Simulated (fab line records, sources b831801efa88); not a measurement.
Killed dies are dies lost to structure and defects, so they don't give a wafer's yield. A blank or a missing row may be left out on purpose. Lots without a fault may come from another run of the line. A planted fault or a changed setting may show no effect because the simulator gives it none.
Which tool did it? | flow sky130 | 13 lots, 39 wafers sampled, at 4 steps of a route of 708

WHAT THE GAUGES READ, wafer by wafer
SKY_GATE_OXIDE_OVL_MEAS_10.
lot  | measured     | on         | GATE_OXIDE_OVL (nm)
L236 | day 13 15:14 | overlay-01 | -2.4 1.1 -0.2
L238 | day 14 08:20 | overlay-02 | 0.1 1.1 2.6
L239 | day 14 15:35 | overlay-02 | -0.3 2.3 3.8
L241 | day 15 15:53 | overlay-02 | 0.8 -1.2 -0.2
L243 | day 16 15:08 | overlay-02 | 0.9 0.5 -0.8
L244 | day 16 15:25 | overlay-01 | 0.3 -0.8 0.4
L247 | day 17 16:46 | overlay-01 | 0.3 1.1 0.4
L248 | day 18 01:40 | overlay-01 | -1.7 0.4 0.1
L249 | day 18 06:10 | overlay-01 | 1.0 0.8 2.7
L250 | day 18 15:53 | overlay-01 | -0.7 1.6 -0.8
L254 | day 19 22:07 | overlay-02 | 1.4 0.0 1.3
L256 | day 20 16:13 | overlay-02 | -0.6 -1.7 -1.0
L259 | day 21 22:22 | overlay-01 | -1.8 -0.2 -0.4

SKY_LDD_HVP_OVL_MEAS_07.
lot  | measured     | on         | LDD_HVP_OVL (nm)
L236 | day 20 23:44 | overlay-02 | 0.3 1.1 -1.0
L238 | day 22 01:07 | overlay-01 | 1.3 -4.4 -1.0
L239 | day 22 09:29 | overlay-01 | -0.2 0.3 1.5
L241 | day 23 12:07 | overlay-02 | -1.5 -0.9 1.7
L243 | day 24 11:35 | overlay-02 | 0.0 0.6 -0.2
L244 | day 24 10:37 | overlay-01 | 0.4 0.2 2.6
L247 | day 25 13:53 | overlay-02 | 2.6 -0.6 0.6
L248 | day 25 22:02 | overlay-02 | 0.3 1.1 1.0
L249 | day 26 02:25 | overlay-02 | 0.1 0.7 -0.1
L250 | day 26 10:17 | overlay-02 | 3.3 1.5 -0.4
L254 | day 27 18:52 | overlay-02 | -1.0 0.5 -0.5
L256 | day 28 09:32 | overlay-02 | -0.3 2.1 -1.2
L259 | day 30 15:49 | overlay-01 | 1.8 1.1 0.9

WHICH TOOL RAN EACH LOT (tool, then ch and the chambers of the sampled wafers, then the start)
lot  | SKY_POLY_GATE_ETCH_15              | SKY_LDD_P_SOFTBAKE_03
L236 | rie_diel-03 ch 1,2,3, day 15 23:50 | litho_track-02 ch 0, day 17 21:14
L238 | rie_diel-01 ch 0,3, day 16 22:31   | litho_track-04 ch 0, day 18 20:54
L239 | rie_diel-02 ch 0,2, day 17 04:56   | litho_track-03 ch 0, day 19 05:23
L241 | rie_diel-02 ch 0,1,2, day 18 09:35 | litho_track-04 ch 0, day 20 09:34
L243 | rie_diel-03 ch 0,2, day 19 08:13   | litho_track-02 ch 0, day 21 08:53
L244 | rie_diel-01 ch 0,1, day 19 06:59   | litho_track-04 ch 0, day 21 08:01
L247 | rie_diel-01 ch 2,3, day 20 13:05   | litho_track-03 ch 0, day 22 12:14
L248 | rie_diel-02 ch 1,3, day 20 19:52   | litho_track-03 ch 0, day 22 20:13
L249 | rie_diel-03 ch 0,1,3, day 21 00:14 | litho_track-03 ch 0, day 22 23:56
L250 | rie_diel-01 ch 1,3, day 21 09:35   | litho_track-04 ch 0, day 23 08:28
L254 | rie_diel-02 ch 1,2,3, day 22 17:43 | litho_track-03 ch 0, day 24 16:14
L256 | rie_diel-01 ch 0,1, day 23 07:59   | litho_track-04 ch 0, day 25 07:16
L259 | rie_diel-03 ch 0,3, day 25 18:23   | litho_track-04 ch 0, day 27 17:45
- SKY_POLY_GATE_ETCH_15: etches BARC in N2/H2, stops on SiO2, time 118.5 s, target depth 110 nm.
- SKY_LDD_P_SOFTBAKE_03: time 60 s.

WHAT THE TOOLS THEMSELVES READ (means of the sampled wafers that have a number; where no wafer has one, the mark that the record gives instead)
SKY_POLY_GATE_ETCH_15.
lot  | tool        | bias_w (W) | drypump_motor_current_A (A) | h2_flow_sccm (sccm) | oes_product_au (a.u.) | throttle_valve_pct (%)
L236 | rie_diel-03 | 100.00     | 5.9                         | 199.7               | 0.708                 | 13.207
L238 | rie_diel-01 | 100.10     | 5.5                         | 200.4               | 0.719                 | 13.206
L239 | rie_diel-02 | 100.00     | 6.0                         | 199.7               | 0.714                 | 13.215
L241 | rie_diel-02 | 99.90      | 5.8                         | 199.5               | 0.712                 | 13.202
L243 | rie_diel-03 | 99.73      | 5.8                         | 200.7               | 0.721                 | 13.207
L244 | rie_diel-01 | 100.03     | 5.7                         | 200.4               | 0.713                 | 13.217
L247 | rie_diel-01 | 99.93      | 5.3                         | 199.7               | 0.718                 | 13.205
L248 | rie_diel-02 | 100.04     | 5.3                         | 199.9               | 0.722                 | 13.213
L249 | rie_diel-03 | 100.01     | 5.7                         | 199.8               | 0.718                 | 13.207
L250 | rie_diel-01 | 99.93      | 5.4                         | 199.1               | 0.719                 | 13.210
L254 | rie_diel-02 | 100.18     | 5.6                         | 200.1               | 0.716                 | 13.210
L256 | rie_diel-01 | 100.05     | 5.8                         | 200.1               | 0.714                 | 13.219
L259 | rie_diel-03 | 99.79      | 5.6                         | 199.8               | 0.715                 | 13.220

SKY_LDD_P_SOFTBAKE_03.
lot  | tool           | heater_power_total_W (W) | plate_temp_C (C)
L236 | litho_track-02 | 56.58                    | 89.98
L238 | litho_track-04 | 56.58                    | 89.93
L239 | litho_track-03 | 56.58                    | 90.17
L241 | litho_track-04 | 56.61                    | 89.90
L243 | litho_track-02 | 56.63                    | 90.16
L244 | litho_track-04 | 56.58                    | 90.10
L247 | litho_track-03 | 56.61                    | 89.97
L248 | litho_track-03 | 56.57                    | 90.10
L249 | litho_track-03 | 58.17                    | 91.88
L250 | litho_track-04 | 56.57                    | 89.98
L254 | litho_track-03 | 58.19                    | 91.93
L256 | litho_track-04 | 56.61                    | 90.12
L259 | litho_track-04 | 56.61                    | 90.15

THE ANSWER, worked out from the rows above alone
Rule: what is usual is taken from the lots themselves. Put in order of their means at a reading, lots are off if they are a third of the lots or fewer, leave a main group of 4 or more, and stand apart from it by a gap of 3 or more times the standard deviation of the main group's means; of several such gaps the widest counts. A main group whose means are all the same, to the digits that the tables above print for the reading, isn't used. A lot without any number at a reading at which 4 lots or more have one is off too. The other lots that the step has rows for count as sound. The gauges are gone through in route order, then the tools' own readings, and for those a lot's mean is taken as printed above. The first step at which some lot is off is used, and at that step the reading that is off furthest; a lot without a number counts as furthest.
Off: L249, L254, at SKY_LDD_P_SOFTBAKE_03 (heater_power_total_W). The main group: mean 56.59 W, standard deviation 0.02.
A tool fits if, at that step or a process step before it, it ran every lot that is off, and no sound lot after the first of them. One fits: litho_track-03 at SKY_LDD_P_SOFTBAKE_03. Its last sound lot is L248 (day 22 20:13), its first lot that is off L249 (day 22 23:56): a fault that began between those two fits.
The tool's own readings at SKY_LDD_P_SOFTBAKE_03 bear it out: on the lots that are off they differ by more than 5 times the standard deviation of the sound lots' means. heater_power_total_W reads 58.18 W there against 56.59 W on the sound lots; plate_temp_C reads 91.91 C there against 90.05 C on the sound lots.

WHAT THE SIMULATOR HAD PUT IN
Process parameter drift: litho_track-03, from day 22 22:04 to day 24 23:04, at SKY_LDD_P_SOFTBAKE_03. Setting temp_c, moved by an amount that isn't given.
Lots struck among those shown: L249, L254. The rule above found the same.
